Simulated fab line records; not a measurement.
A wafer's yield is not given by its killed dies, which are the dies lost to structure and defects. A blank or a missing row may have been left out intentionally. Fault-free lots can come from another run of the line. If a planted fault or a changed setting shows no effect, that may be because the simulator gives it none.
Check for tools in common / flow sky130 / Sampled: 12 lots, 36 wafers

== REASON IT WAS OPENED ==
Of 12 lots, 2 have the reading NWELL_2_TW flagged at SKY_NWELL_TW_MEAS_26. Wafers without a fault read 492, standard deviation 4.9.
Rule: a lot is flagged when every wafer of it that has a number lies more than 4 standard deviations from that mean, or none has a number. All remaining lots are regarded as sound.

lot=L250; measured=day 5 23:28; on=film_metro-02; NWELL_2_TW, wafer by wafer=499 497 497; flag=
lot=L251; measured=day 6 02:00; on=film_metro-02; NWELL_2_TW, wafer by wafer=495 501 499; flag=
lot=L254; measured=day 6 23:09; on=film_metro-02; NWELL_2_TW, wafer by wafer=496 499 497; flag=
lot=L255; measured=day 7 01:07; on=film_metro-04; NWELL_2_TW, wafer by wafer=486 484 485; flag=
lot=L256; measured=day 7 06:44; on=film_metro-04; NWELL_2_TW, wafer by wafer=486 486 487; flag=
lot=L257; measured=day 7 12:21; on=film_metro-01; NWELL_2_TW, wafer by wafer=493 494 494; flag=
lot=L258; measured=day 7 18:31; on=film_metro-01; NWELL_2_TW, wafer by wafer=493 490 491; flag=
lot=L259; measured=day 7 23:43; on=film_metro-04; NWELL_2_TW, wafer by wafer=486 485 484; flag=
lot=L262; measured=day 8 18:08; on=film_metro-04; NWELL_2_TW, wafer by wafer=492 489 491; flag=
lot=L264; measured=day 9 06:06; on=film_metro-04; NWELL_2_TW, wafer by wafer=858 859 862; flag=FLAGGED
lot=L266; measured=day 10 00:27; on=film_metro-01; NWELL_2_TW, wafer by wafer=867 872 866; flag=FLAGGED
lot=L270; measured=day 10 19:46; on=film_metro-04; NWELL_2_TW, wafer by wafer=488 490 485; flag=
On average the flagged lots' numbers are 864, which is +372 against the usual, or +76 standard deviations.

== WHICH TOOL RAN EACH LOT ==
2 process steps preceding the reading are held in the record, out of 708 steps in the route. Cell contents, in order: the tool; ch with the chambers the sampled wafers went through; the start.
lot=L250; flag=; SKY_FIELD_ISO_ETCH_15=rie_diel-01 ch 0,1,3, day 2 16:29; SKY_NWELL_IMPLANT_24=implanter-02 ch 0, day 5 23:13
lot=L251; flag=; SKY_FIELD_ISO_ETCH_15=rie_diel-03 ch 0,1,2, day 2 20:23; SKY_NWELL_IMPLANT_24=implanter-03 ch 0, day 6 01:45
lot=L254; flag=; SKY_FIELD_ISO_ETCH_15=rie_diel-01 ch 1,2,3, day 3 13:35; SKY_NWELL_IMPLANT_24=implanter-02 ch 0, day 6 22:54
lot=L255; flag=; SKY_FIELD_ISO_ETCH_15=rie_diel-04 ch 0,1,3, day 3 17:08; SKY_NWELL_IMPLANT_24=implanter-04 ch 0, day 7 00:53
lot=L256; flag=; SKY_FIELD_ISO_ETCH_15=rie_diel-01 ch 0,2, day 3 23:22; SKY_NWELL_IMPLANT_24=implanter-02 ch 0, day 7 06:29
lot=L257; flag=; SKY_FIELD_ISO_ETCH_15=rie_diel-03 ch 0,1,2, day 4 03:07; SKY_NWELL_IMPLANT_24=implanter-03 ch 0, day 7 12:06
lot=L258; flag=; SKY_FIELD_ISO_ETCH_15=rie_diel-01 ch 0,1,2, day 4 08:02; SKY_NWELL_IMPLANT_24=implanter-04 ch 0, day 7 18:16
lot=L259; flag=; SKY_FIELD_ISO_ETCH_15=rie_diel-03 ch 0,1,2, day 4 14:23; SKY_NWELL_IMPLANT_24=implanter-02 ch 0, day 7 23:30
lot=L262; flag=; SKY_FIELD_ISO_ETCH_15=rie_diel-01 ch 0,1,3, day 5 05:22; SKY_NWELL_IMPLANT_24=implanter-02 ch 0, day 8 17:56
lot=L264; flag=FLAGGED; SKY_FIELD_ISO_ETCH_15=rie_diel-04 ch 0,2,3, day 5 15:50; SKY_NWELL_IMPLANT_24=implanter-02 ch 0, day 9 05:52
lot=L266; flag=FLAGGED; SKY_FIELD_ISO_ETCH_15=rie_diel-01 ch 1,2,3, day 6 02:31; SKY_NWELL_IMPLANT_24=implanter-02 ch 0, day 10 00:12
lot=L270; flag=; SKY_FIELD_ISO_ETCH_15=rie_diel-03 ch 0,3, day 6 22:32; SKY_NWELL_IMPLANT_24=implanter-03 ch 0, day 10 19:32
What the steps here do:
- SKY_FIELD_ISO_ETCH_15: etches the open film in CHF3/O2, stops on Si, target depth 180 nm, time 72 s.
- SKY_NWELL_IMPLANT_24
- SKY_NWELL_TW_MEAS_26

== FLAGGED AGAINST TOTAL, ONE TOOL AT A TIME (gauges that did the reading follow at the end) ==
step=SKY_FIELD_ISO_ETCH_15; tool=rie_diel-01; lots run=6; flagged=1; share of the flagged lots=some; sound lots run after its first flagged lot=0
step=SKY_FIELD_ISO_ETCH_15; tool=rie_diel-03; lots run=4; flagged=0; share of the flagged lots=none; sound lots run after its first flagged lot=-
step=SKY_FIELD_ISO_ETCH_15; tool=rie_diel-04; lots run=2; flagged=1; share of the flagged lots=some; sound lots run after its first flagged lot=0
step=SKY_NWELL_IMPLANT_24; tool=implanter-02; lots run=7; flagged=2; share of the flagged lots=all; sound lots run after its first flagged lot=0
step=SKY_NWELL_IMPLANT_24; tool=implanter-03; lots run=3; flagged=0; share of the flagged lots=none; sound lots run after its first flagged lot=-
step=SKY_NWELL_IMPLANT_24; tool=implanter-04; lots run=2; flagged=0; share of the flagged lots=none; sound lots run after its first flagged lot=-
step=SKY_NWELL_TW_MEAS_26; tool=film_metro-01; lots run=3; flagged=1; share of the flagged lots=some; sound lots run after its first flagged lot=0
step=SKY_NWELL_TW_MEAS_26; tool=film_metro-02; lots run=3; flagged=0; share of the flagged lots=none; sound lots run after its first flagged lot=-
step=SKY_NWELL_TW_MEAS_26; tool=film_metro-04; lots run=6; flagged=1; share of the flagged lots=some; sound lots run after its first flagged lot=1 (L270)

== THE TABLE: WHAT IT ALLOWS ==
1 row of the table ran every flagged lot: implanter-02 at SKY_NWELL_IMPLANT_24.
- implanter-02 at SKY_NWELL_IMPLANT_24: 2 of its 7 lots flagged. It ran its last sound lot, L262, at day 8 17:56 and its first flagged lot, L264, at day 9 05:52: a fault with its onset between the two fits. Its own readings (dose_ions_cm2, faraday_current_uA) fall more than 4 standard deviations out on all wafers of the flagged lots.
What remains is a single tool, implanter-02 at SKY_NWELL_IMPLANT_24.

== WHAT THE SIMULATOR HAD PUT IN ==
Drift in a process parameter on implanter-02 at SKY_NWELL_IMPLANT_24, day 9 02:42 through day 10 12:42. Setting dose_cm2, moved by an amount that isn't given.
Lots struck among those shown: L264, L266. The rule above reached the same finding.
